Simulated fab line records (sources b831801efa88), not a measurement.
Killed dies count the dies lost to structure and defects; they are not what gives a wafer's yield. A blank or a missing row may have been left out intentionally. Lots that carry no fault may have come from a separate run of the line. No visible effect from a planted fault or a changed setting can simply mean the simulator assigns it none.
The tool behind it: which one? / flow gf180mcu / 39 wafers from 13 lots sampled at 3 of the route's 602 steps

== WHAT THE GAUGES SHOWED, per wafer ==
GF_M4_OVL_MEAS_15.
lot=L748; measured=day 24 15:17; on=overlay-02; M4_OVL (nm)=11 -1 2
lot=L749; measured=day 25 05:02; on=overlay-02; M4_OVL (nm)=-6 -2 -9
lot=L751; measured=day 25 12:29; on=overlay-02; M4_OVL (nm)=4 -2 -1
lot=L752; measured=day 26 06:08; on=overlay-02; M4_OVL (nm)=-4 1 -7
lot=L755; measured=day 26 21:50; on=overlay-02; M4_OVL (nm)=-8 -3 -4
lot=L756; measured=day 27 05:18; on=overlay-02; M4_OVL (nm)=3 -6 -11
lot=L757; measured=day 27 12:15; on=overlay-02; M4_OVL (nm)=-3 -9 3
lot=L763; measured=day 29 11:18; on=overlay-02; M4_OVL (nm)=-8 -9 -14
lot=L764; measured=day 29 17:59; on=overlay-02; M4_OVL (nm)=-6 3 -2
lot=L767; measured=day 30 11:16; on=overlay-01; M4_OVL (nm)=0 -3 2
lot=L766; measured=day 30 13:09; on=overlay-02; M4_OVL (nm)=-1 1 3
lot=L768; measured=day 30 18:20; on=overlay-02; M4_OVL (nm)=-6 -12 -5
lot=L769; measured=day 31 05:32; on=overlay-01; M4_OVL (nm)=1 -6 -2

GF_V4_THK_MEAS_25: measures by xrf.
lot=L748; measured=day 25 15:26; on=film metro-04; V4_W_THK (nm)=341 330 328
lot=L749; measured=day 26 04:55; on=film metro-04; V4_W_THK (nm)=339 340 330
lot=L751; measured=day 26 12:12; on=film metro-02; V4_W_THK (nm)=342 347 349
lot=L752; measured=day 27 05:30; on=film metro-04; V4_W_THK (nm)=341 338 336
lot=L755; measured=day 27 20:52; on=film metro-02; V4_W_THK (nm)=330 340 333
lot=L756; measured=day 28 04:20; on=film metro-02; V4_W_THK (nm)=354 352 355
lot=L757; measured=day 28 10:48; on=film metro-02; V4_W_THK (nm)=350 352 356
lot=L763; measured=day 30 09:25; on=film metro-02; V4_W_THK (nm)=335 342 337
lot=L764; measured=day 30 14:38; on=film metro-02; V4_W_THK (nm)=349 348 350
lot=L767; measured=day 31 07:36; on=film metro-02; V4_W_THK (nm)=354 349 348
lot=L766; measured=day 31 09:50; on=film metro-02; V4_W_THK (nm)=331 338 340
lot=L768; measured=day 31 14:36; on=film metro-04; V4_W_THK (nm)=336 335 331
lot=L769; measured=day 32 01:31; on=film metro-04; V4_W_THK (nm)=331 332 329

== WHAT TOOL EACH LOT RAN ON (gives the tool, then ch and the chambers of the sampled wafers, and finally the start) ==
lot=L748; GF_V4_ETCH_17=rie diel-01 ch 0,1,2, day 25 14:00
lot=L749; GF_V4_ETCH_17=rie diel-03 ch 0,1, day 26 03:00
lot=L751; GF_V4_ETCH_17=rie diel-02 ch 2,3, day 26 11:00
lot=L752; GF_V4_ETCH_17=rie diel-01 ch 0,1,3, day 27 04:00
lot=L755; GF_V4_ETCH_17=rie diel-01 ch 1,2,3, day 27 19:00
lot=L756; GF_V4_ETCH_17=rie diel-01 ch 1,2, day 28 03:00
lot=L757; GF_V4_ETCH_17=rie diel-03 ch 0,1,2, day 28 09:00
lot=L763; GF_V4_ETCH_17=rie diel-01 ch 1,2, day 30 08:00
lot=L764; GF_V4_ETCH_17=rie diel-01 ch 0,2,3, day 30 13:00
lot=L767; GF_V4_ETCH_17=rie diel-02 ch 1,2, day 31 06:00
lot=L766; GF_V4_ETCH_17=rie diel-02 ch 0,1,2, day 31 08:00
lot=L768; GF_V4_ETCH_17=rie diel-03 ch 0,3, day 31 13:00
lot=L769; GF_V4_ETCH_17=rie diel-02 ch 0,1,2, day 32 00:00
- GF_V4_ETCH_17: etches SiO2 in C4F8/O2/Ar, stops on TiN, target depth 630 nm.

== WHAT THE TOOLS THEMSELVES READ (means of the sampled wafers that have a number; where no wafer has one, the mark that the record gives instead) ==
GF_V4_ETCH_17.
lot=L748; tool=rie diel-01; oes product au (a.u.)=0.854; rf fwd power W (W)=1489
lot=L749; tool=rie diel-03; oes product au (a.u.)=0.856; rf fwd power W (W)=1490
lot=L751; tool=rie diel-02; oes product au (a.u.)=0.856; rf fwd power W (W)=1488
lot=L752; tool=rie diel-01; oes product au (a.u.)=0.856; rf fwd power W (W)=1487
lot=L755; tool=rie diel-01; oes product au (a.u.)=0.857; rf fwd power W (W)=1491
lot=L756; tool=rie diel-01; oes product au (a.u.)=0.853; rf fwd power W (W)=1493
lot=L757; tool=rie diel-03; oes product au (a.u.)=0.860; rf fwd power W (W)=1493
lot=L763; tool=rie diel-01; oes product au (a.u.)=0.854; rf fwd power W (W)=1252
lot=L764; tool=rie diel-01; oes product au (a.u.)=0.854; rf fwd power W (W)=1259
lot=L767; tool=rie diel-02; oes product au (a.u.)=0.859; rf fwd power W (W)=1496
lot=L766; tool=rie diel-02; oes product au (a.u.)=0.856; rf fwd power W (W)=1495
lot=L768; tool=rie diel-03; oes product au (a.u.)=0.849; rf fwd power W (W)=1487
lot=L769; tool=rie diel-02; oes product au (a.u.)=0.855; rf fwd power W (W)=1493

== THE ANSWER, worked out from the rows above alone ==
Rule: usual is defined by the lots themselves. The widest of any qualifying gaps counts: lots, ordered by their means at a reading, are off when they make up no more than a third of the lots, leave a main group of 4 or more, and stand apart from it by 3 or more times the standard deviation of that group's means. A main group is skipped when, at the precision printed for the reading in the tables above, its means are all equal. A lot without any number at a reading at which 4 lots or more have one is off too. Where the step has rows for the other lots, those lots are counted as sound. First the gauges in route order, then the tools' own readings, where a lot's mean is used as printed above. The first step at which some lot is off is used, and at that step the reading that is off furthest; a lot without a number counts as furthest.
Off, at GF_V4_ETCH_17 on rf fwd power W: L763, L764. The main group: mean 1491 W, standard deviation 3.
A tool fits if, at that step or a process step before it, it ran every lot that is off, and no sound lot after the first of them. One fits: GF_V4_ETCH_17 on rie diel-01. Its last sound lot is L756 (day 28 03:00), its first lot that is off L763 (day 30 08:00): a fault that began between those two fits.
The tool's own readings at GF_V4_ETCH_17 bear it out: on the lots that are off they differ by more than 5 times the standard deviation of the sound lots' means. rf fwd power W reads 1256 W there against 1491 W on the sound lots.

== WHAT HAD BEEN PUT IN BY THE SIMULATOR ==
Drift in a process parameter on rie diel-01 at GF_V4_ETCH_17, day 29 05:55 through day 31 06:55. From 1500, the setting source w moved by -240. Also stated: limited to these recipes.
Struck lots among those shown: L763, L764. The same result came from the rule above.
